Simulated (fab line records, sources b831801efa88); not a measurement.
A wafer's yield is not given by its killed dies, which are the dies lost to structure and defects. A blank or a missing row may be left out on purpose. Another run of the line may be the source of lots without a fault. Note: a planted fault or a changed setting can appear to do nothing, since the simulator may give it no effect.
fab line records	flow gf180mcu
[record] lots = 15	wafers = 45	last_day = 34
route steps=602 shown LVPWELL@64 VT_IMPLANT@120 HV_LDD@213 NSD@242
lots that met no fault: taken from a fault-free run of the same line
start_h: hours from the record's opening day to when the first of the lot's shown wafers began	wait_h: hours since the lot's step before	" same as the row above	L1.1+2: a row that stands for several wafers	- either no value or no given start	* or withheld: withheld	< > ~ a bound
route shown NAME@n: NAME is a module with steps in the file, n the number in the route of the first one	usual: average and standard deviation across the fault-free wafers	same: alike in all rows	chamber/n: place in a boat	sites: per-site readings	_std_site: standard deviation across them	_edge_site: the outer-site mean with the inner-site mean subtracted	radius_mm: how far each site lies from the wafer's centre	mask NAME#n: copy n	behind: the last tool/chamber to shape the wafer	hold: why the lot was held/for how many hours/how that ended	device: names the non-switching transistor (n, p or np)	end of line: the tests these same wafers got at the end of their route	a step with no rows: only its recipe	killed: dies lost to structure and defects at the first sort, not the wafer's yield	map: dies across one wafer; x = killed, . = not, _ = none there
set.NAME: the setting that was run; set.NAME@STEP: the one run at that earlier step	model.NAME: the simulator's own value behind a step, which no gauge read
steps of the route over a sample of lots; a table a step, a row a wafer
services: the hour from which a tool's chamber was out of use, counted from the record's first day as start_h (under 0 if before that day), plus the number of hours and why
[[steps]]
[step GF_LVPWELL_STRIP_10]
[recipe] chemistry = O2/N2	power_w = 1400	pressure_mtorr = 1500	platen_temp_c = 250	o2_flow_sccm = 3000	n2_flow_sccm = 300	overash_fraction = 0.5
[usual] drypump_motor_current_A = 5.54/0.22	heater_power_w = 327/26	oes_product_au = 0.722/0.0044	strip_time_to_endpoint_s = 36.94/0.094
lot.wafer	tool	chamber	start_h	wait_h	drypump_motor_current_A	heater_power_w	oes_product_au	rf_hours_counter_h	strip_time_to_endpoint_s
L367.3	plasma_asher-03	0	67.82	0.1	5.78	328	0.716	-	36.62
L367.4	"	1	"	"	5.33	319	0.722	-	36.79
L367.6	"	1	"	"	5.31	308	0.728	-	36.70
L368.1	plasma_asher-01	1	74.73	0.1	5.95	327	0.721	44	36.87
L368.5	"	1	"	"	5.92	314	0.719	-	36.84
L368.6	"	0	"	"	5.58	292	0.719	-	36.90
L370.2	plasma_asher-01	1	86.63	0.1	5.92	312	0.722	45	36.77
L370.3	"	1	"	"	5.93	311	0.729	-	36.80
L370.5	"	1	"	"	5.92	319	0.737	-	37.00
L371.3	plasma_asher-03	1	92.36	0.1	5.33	328	0.725	-	36.91
L371.5	"	0	"	"	5.78	329	0.725	-	36.93
L371.6	"	1	"	"	5.35	312	0.729	-	36.90
L372.2	plasma_asher-01	0	96.33	0.1	5.57	289	0.725	46	37.00
L372.3	"	1	"	"	5.94	322	0.734	-	36.94
L372.4	"	0	"	"	5.59	296	0.725	-	36.90
L373.2	plasma_asher-04	0	104.73	0.1	5.55	307	0.717	30	37.02
L373.4	"	1	"	"	5.28	371	0.722	-	36.94
L373.5	"	1	"	"	5.27	378	0.726	-	36.88
L375.1	plasma_asher-04	0	114.23	0.1	5.56	309	0.723	31	36.86
L375.5	"	1	"	"	5.29	370	0.726	-	36.95
L375.6	"	0	"	"	5.56	314	0.721	-	36.88
L376.1	plasma_asher-04	0	118.38	0.1	5.57	302	0.727	31	36.91
L376.3	"	0	"	"	5.56	308	0.730	-	36.93
L376.5	"	0	"	"	5.56	317	0.725	-	36.99
L377.1	plasma_asher-03	1	125.98	0.1	5.35	321	0.729	45	36.84
L377.3	"	1	"	"	5.32	317	0.720	-	36.93
L377.6	"	1	"	"	5.33	310	0.720	-	36.81
L381.1	plasma_asher-04	1	148.00	0.1	5.26	372	0.726	34	37.02
L381.2	"	0	"	"	5.56	310	0.727	34	36.91
L381.6	"	1	"	"	5.24	373	0.719	-	36.90
L385.2	plasma_asher-04	1	170.55	0.1	5.27	378	0.730	37	37.02
L385.3	"	0	"	"	5.58	307	0.720	-	37.06
L385.5	"	0	"	"	5.56	306	0.718	-	37.06
L386.3	plasma_asher-01	1	176.71	0.1	5.93	331	0.723	-	36.92
L386.4	"	0	"	"	5.58	286	0.726	-	37.00
L386.6	"	0	"	"	5.62	285	0.724	-	36.83
L388.2	plasma_asher-04	0	186.68	0.1	5.54	314	0.718	38	36.83
L388.4	"	0	"	"	5.57	310	0.717	-	36.93
L388.6	"	1	"	"	5.28	374	0.725	-	36.94
L389.2	plasma_asher-04	1	195.25	0.1	5.27	373	0.717	39	37.07
L389.3	"	1	"	"	5.27	365	0.730	-	37.06
L389.5	"	0	"	"	5.54	315	0.718	-	37.04
L390.1	plasma_asher-03	0	197.23	0.1	5.81	326	0.722	52	36.96
L390.3	"	0	"	"	5.81	332	0.721	-	37.10
L390.6	"	0	"	"	5.81	330	0.725	-	37.10
[step GF_VT_IMPLANT_IMPLANT_30]
[recipe] species = B	energy_kev = 24.46	dose_cm2 = 2.534e+12	tilt_deg = 7
[usual] beam_energy_keV = 24.459/0.0083	beam_on_s = 10.02/0.2	end_station_pressure_torr = 4.98e-06/2.6e-07
lot.wafer	tool	chamber	start_h	wait_h	beam_energy_keV	beam_on_s	end_station_pressure_torr
L367.3	implanter-03	0	140.54	0.1	24.466	10.07	5.02e-06
L367.4	"	0	"	"	24.462	9.96	5.2e-06
L367.6	"	0	"	"	24.459	9.70	5.17e-06
L368.1	implanter-02	0	145.93	0.0	24.451	9.82	5.18e-06
L368.5	"	0	"	"	24.470	9.97	5e-06
L368.6	"	0	"	"	24.458	9.88	4.76e-06
L370.2	implanter-02	0	161.17	0.0	24.452	9.84	4.68e-06
L370.3	"	0	"	"	24.446	9.83	4.62e-06
L370.5	"	0	"	"	24.469	10.25	5.1e-06
L371.3	implanter-02	0	167.24	0.1	24.455	10.08	4.86e-06
L371.5	"	0	"	"	24.450	9.94	5.3e-06
L371.6	"	0	"	"	24.461	10.11	5.25e-06
L372.2	implanter-02	0	173.55	0.0	24.466	9.76	4.95e-06
L372.3	"	0	"	"	24.455	9.81	4.76e-06
L372.4	"	0	"	"	24.462	9.99	4.74e-06
L373.2	implanter-02	0	183.28	0.0	24.455	9.97	5.45e-06
L373.4	"	0	"	"	24.451	9.75	4.91e-06
L373.5	"	0	"	"	24.471	9.69	5.24e-06
L375.1	implanter-04	-	192.23	0.0	-	-	-
L375.5	"	-	"	"	-	-	-
L375.6	"	-	"	"	-	-	-
L376.1	implanter-04	-	198.94	0.0	-	-	-
L376.3	"	-	"	"	-	-	-
L376.5	"	-	"	"	-	-	-
L377.1	implanter-02	-	207.78	0.0	-	-	-
L377.3	"	-	"	"	-	-	-
L377.6	"	-	"	"	-	-	-
L381.1	implanter-02	0	232.13	0.0	24.453	10.14	4.85e-06
L381.2	"	0	"	"	24.452	10.35	5.54e-06
L381.6	"	0	"	"	24.461	10.43	4.63e-06
L385.2	implanter-02	0	258.55	0.0	24.460	10.10	4.81e-06
L385.3	"	0	"	"	24.461	10.13	4.89e-06
L385.5	"	0	"	"	24.467	10.11	4.45e-06
L386.3	implanter-03	0	264.84	0.1	24.447	10.33	5.01e-06
L386.4	"	0	"	"	24.456	9.80	5.34e-06
L386.6	"	0	"	"	24.438	10.14	5.03e-06
L388.2	implanter-04	0	278.57	0.0	24.460	10.15	5.09e-06
L388.4	"	0	"	"	24.455	9.85	5.55e-06
L388.6	"	0	"	"	24.458	10.22	4.7e-06
L389.2	implanter-02	0	289.43	0.0	24.460	10.35	4.8e-06
L389.3	"	0	"	"	24.457	10.21	4.7e-06
L389.5	"	0	"	"	24.454	9.67	5.38e-06
L390.1	implanter-04	0	290.17	0.0	24.454	10.26	4.71e-06
L390.3	"	0	"	"	24.457	10.06	5.04e-06
L390.6	"	0	"	"	24.459	9.89	5e-06
[step GF_VT_IMPLANT_TW_MEAS_32]
[usual] VT_IMPLANT_3_TW = 265.9/1.8
lot.wafer	tool	chamber	start_h	wait_h	VT_IMPLANT_3_TW
L367.3	film_metro-04	-	140.76	0.1	266.5
L367.4	"	-	"	"	266.6
L367.6	"	-	"	"	265.2
L368.1	film_metro-04	-	146.18	0.1	263.3
L368.5	"	-	"	"	262.6
L368.6	"	-	"	"	264.3
L370.2	film_metro-01	-	161.40	0.1	262.5
L370.3	"	-	"	"	262.6
L370.5	"	-	"	"	262.8
L371.3	film_metro-01	-	167.46	0.1	264.5
L371.5	"	-	"	"	263.5
L371.6	"	-	"	"	263.7
L372.2	film_metro-04	-	173.79	0.1	265.5
L372.3	"	-	"	"	266.6
L372.4	"	-	"	"	265.8
L373.2	film_metro-01	-	183.51	0.1	266.6
L373.4	"	-	"	"	264.2
L373.5	"	-	"	"	267.2
L375.1	film_metro-04	-	192.48	0.1	29.8
L375.5	"	-	"	"	29.9
L375.6	"	-	"	"	29.8
L376.1	film_metro-03	-	199.19	0.1	30.1
L376.3	"	-	"	"	30.3
L376.5	"	-	"	"	30.3
L377.1	film_metro-01	-	208.03	0.1	29.8
L377.3	"	-	"	"	29.7
L377.6	"	-	"	"	29.8
L381.1	film_metro-01	-	232.38	0.1	264.4
L381.2	"	-	"	"	265.6
L381.6	"	-	"	"	266.9
L385.2	film_metro-01	-	258.79	0.1	265.1
L385.3	"	-	"	"	266.0
L385.5	"	-	"	"	265.4
L386.3	film_metro-01	-	265.06	0.1	264.2
L386.4	"	-	"	"	264.1
L386.6	"	-	"	"	264.2
L388.2	film_metro-03	-	278.80	0.1	267.2
L388.4	"	-	"	"	267.3
L388.6	"	-	"	"	268.6
L389.2	film_metro-04	-	289.66	0.1	267.6
L389.3	"	-	"	"	268.8
L389.5	"	-	"	"	268.4
L390.1	film_metro-01	-	290.42	0.1	264.6
L390.3	"	-	"	"	264.5
L390.6	"	-	"	"	265.3
[step GF_HV_LDD_STRIP_37]
[recipe] chemistry = O2/N2	power_w = 1400	pressure_mtorr = 1500	platen_temp_c = 250	o2_flow_sccm = 3000	n2_flow_sccm = 300	overash_fraction = 0.5
[usual] drypump_motor_current_A = 5.66/0.24	heater_power_w = 317/16	oes_product_au = 0.716/0.0041	strip_time_to_endpoint_s = 12.66/0.034
lot.wafer	tool	chamber	start_h	wait_h	drypump_motor_current_A	heater_power_w	oes_product_au	rf_hours_counter_h	strip_time_to_endpoint_s
L367.3	plasma_asher-03	1	254.45	0.1	5.32	325	0.716	-	12.66
L367.4	"	0	"	"	5.77	329	0.721	-	12.70
L367.6	"	1	"	"	5.34	324	0.719	-	12.66
L368.1	plasma_asher-03	0	260.60	0.1	5.74	327	0.715	58	12.59
L368.5	"	1	"	"	5.35	328	0.719	-	12.61
L368.6	"	0	"	"	5.79	329	0.709	-	12.57
L370.2	plasma_asher-01	1	276.57	0.1	5.92	334	0.716	16	12.66
L370.3	"	0	"	"	5.59	286	0.719	-	12.67
L370.5	"	1	"	"	5.93	334	0.715	-	12.68
L371.3	plasma_asher-01	1	285.79	0.1	5.94	319	0.716	-	12.68
L371.5	"	0	"	"	5.60	281	0.714	-	12.68
L371.6	"	1	"	"	5.94	322	0.723	-	12.67
L372.2	plasma_asher-03	0	296.33	0.1	5.83	333	0.706	62	12.64
L372.3	"	0	"	"	5.80	330	0.718	-	12.65
L372.4	"	1	"	"	5.33	324	0.711	-	12.62
L373.2	plasma_asher-03	1	302.62	0.1	5.33	320	0.719	62	12.68
L373.4	"	1	"	"	5.35	320	0.721	-	12.69
L373.5	"	0	"	"	5.75	331	0.719	-	12.61
L381.1	plasma_asher-01	0	365.55	0.1	5.58	286	0.714	25	12.65
L381.2	"	1	"	"	5.90	334	0.718	25	12.64
L381.6	"	1	"	"	5.91	330	0.717	-	12.67
L385.2	plasma_asher-01	1	395.18	0.1	5.93	327	0.714	29	12.66
L385.3	"	1	"	"	5.91	329	0.721	-	12.69
L385.5	"	0	"	"	5.62	289	0.715	-	12.71
L386.3	plasma_asher-03	1	400.90	0.1	5.33	314	0.720	-	12.67
L386.4	"	0	"	"	5.82	331	0.712	-	12.67
L386.6	"	1	"	"	5.35	315	0.718	-	12.66
L388.2	plasma_asher-03	1	418.66	0.1	5.35	315	0.715	74	12.63
L388.4	"	1	"	"	5.34	313	0.711	-	12.67
L388.6	"	0	"	"	5.78	322	0.716	-	12.61
L389.2	plasma_asher-01	1	429.82	0.1	5.94	321	0.715	32	12.67
L389.3	"	0	"	"	5.62	287	0.711	-	12.63
L389.5	"	1	"	"	5.92	321	0.723	-	12.66
L390.1	plasma_asher-03	1	433.91	0.1	5.34	310	0.711	76	12.67
L390.3	"	1	"	"	5.33	318	0.711	-	12.71
L390.6	"	0	"	"	5.79	323	0.715	-	12.70
[step GF_NSD_CD_MEAS_07]
[recipe] target_cd_nm = 400
[usual] cd_nm = 400.1/2
lot.wafer	tool	chamber	start_h	wait_h	cd_nm
L367.3	cd_sem-01	-	297.09	0.1	400.7
L367.4	"	-	"	"	399.8
L367.6	"	-	"	"	399.8
L368.1	cd_sem-01	-	302.85	0.1	400.7
L368.5	"	-	"	"	400.4
L368.6	"	-	"	"	400.3
L370.2	cd_sem-01	-	321.58	0.1	401.6
L370.3	"	-	"	"	400.4
L370.5	"	-	"	"	402.2
L371.3	cd_sem-01	-	329.08	0.1	400.6
L371.5	"	-	"	"	401.0
L371.6	"	-	"	"	401.6
L372.2	cd_sem-01	-	341.73	0.1	399.8
L372.3	"	-	"	"	401.1
L372.4	"	-	"	"	400.8
L373.2	cd_sem-02	-	347.58	0.1	400.5
L373.4	"	-	"	"	402.8
L373.5	"	-	"	"	400.2
L381.1	cd_sem-01	-	415.36	0.1	397.4
L381.2	"	-	"	"	395.1
L381.6	"	-	"	"	396.2
L385.2	cd_sem-01	-	446.08	0.1	399.2
L385.3	"	-	"	"	399.2
L385.5	"	-	"	"	397.4
L386.3	cd_sem-01	-	451.44	0.1	400.8
L386.4	"	-	"	"	398.6
L386.6	"	-	"	"	396.6
L388.2	cd_sem-02	-	470.43	0.1	397.8
L388.4	"	-	"	"	397.8
L388.6	"	-	"	"	397.9
L389.2	cd_sem-01	-	480.63	0.1	403.4
L389.3	"	-	"	"	400.7
L389.5	"	-	"	"	403.2
L390.1	cd_sem-02	-	485.76	0.1	402.2
L390.3	"	-	"	"	403.1
L390.6	"	-	"	"	403.4
[[services]]
tool	chamber	start_h	hours	kind
plasma_asher-04	-	44.19	2.4	repair
implanter-03	-	83.78	19.1	pm
plasma_asher-01	-	91.69	3.5	repair
plasma_asher-01	-	108.75	9.0	pm
plasma_asher-01	0	108.75	9.0	vent_cycle
plasma_asher-01	1	108.75	9.0	vent_cycle
implanter-04	-	113.72	1.9	repair
plasma_asher-01	0	117.75	-	clean
implanter-04	-	137.14	5.2	pm
plasma_asher-03	-	145.34	0.8	repair
implanter-03	-	156.52	56.9	pm
plasma_asher-01	-	185.61	2.8	pm
implanter-02	-	196.48	1.3	repair
implanter-03	-	213.45	6.8	pm
plasma_asher-03	-	216.39	0.9	repair
implanter-02	-	297.69	0.8	repair
plasma_asher-04	-	308.97	1.9	repair
plasma_asher-01	-	329.43	1.4	repair
implanter-02	-	330.78	1.4	repair
plasma_asher-04	-	369.76	1.5	repair
implanter-02	-	371.73	1.4	repair
implanter-02	-	391.26	3.9	repair
implanter-04	-	416.09	3.4	pm
implanter-03	-	423.75	7.2	pm
[[key]]
[first_sign] step = GF_VT_IMPLANT_IMPLANT_30	reading = tool_record	direction = missing
[effect] step = GF_VT_IMPLANT_TW_MEAS_32	reading = VT_IMPLANT_3_TW	direction = down	sigmas = 99+	usual = 265.9	struck = 29.9
met_at GF_VT_IMPLANT_IMPLANT_30
struck_lots L375,L376,L377
later_rows_left_out L375.1,L375.5,L375.6,L376.1,L376.3,L376.5,L377.1,L377.3,L377.6
sort_left_out L375.1,L375.5,L375.6,L376.1,L376.3,L376.5,L377.1,L377.3,L377.6
tester_left_out L375,L376,L377
not_acting_at GF_LVPWELL_STRIP_10,GF_HV_LDD_STRIP_37,GF_NSD_CD_MEAS_07
onset_between 183.28 192.23
[fault] kind = skipped_step_whole	tool = implanter-02,implanter-04	chamber = -	onset_h = 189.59	steps = GF_VT_IMPLANT_IMPLANT_30	scope = struck_lots_only
// tester_left_out: of these lots the tester's yield and bins aren't shown, on N5 and GAA mostly nor the transistor test; their killed dies are dies lost to structure and defects alone, not to doping, threshold or leakage, so they don't give the yield
// sort_left_out: the simulated sort isn't trusted on such a fault, so these wafers' sort isn't shown, and their yield isn't known
// later_rows_left_out: the simulator's readings of these wafers behind a module that went badly wrong aren't trusted and aren't shown, but for the sort
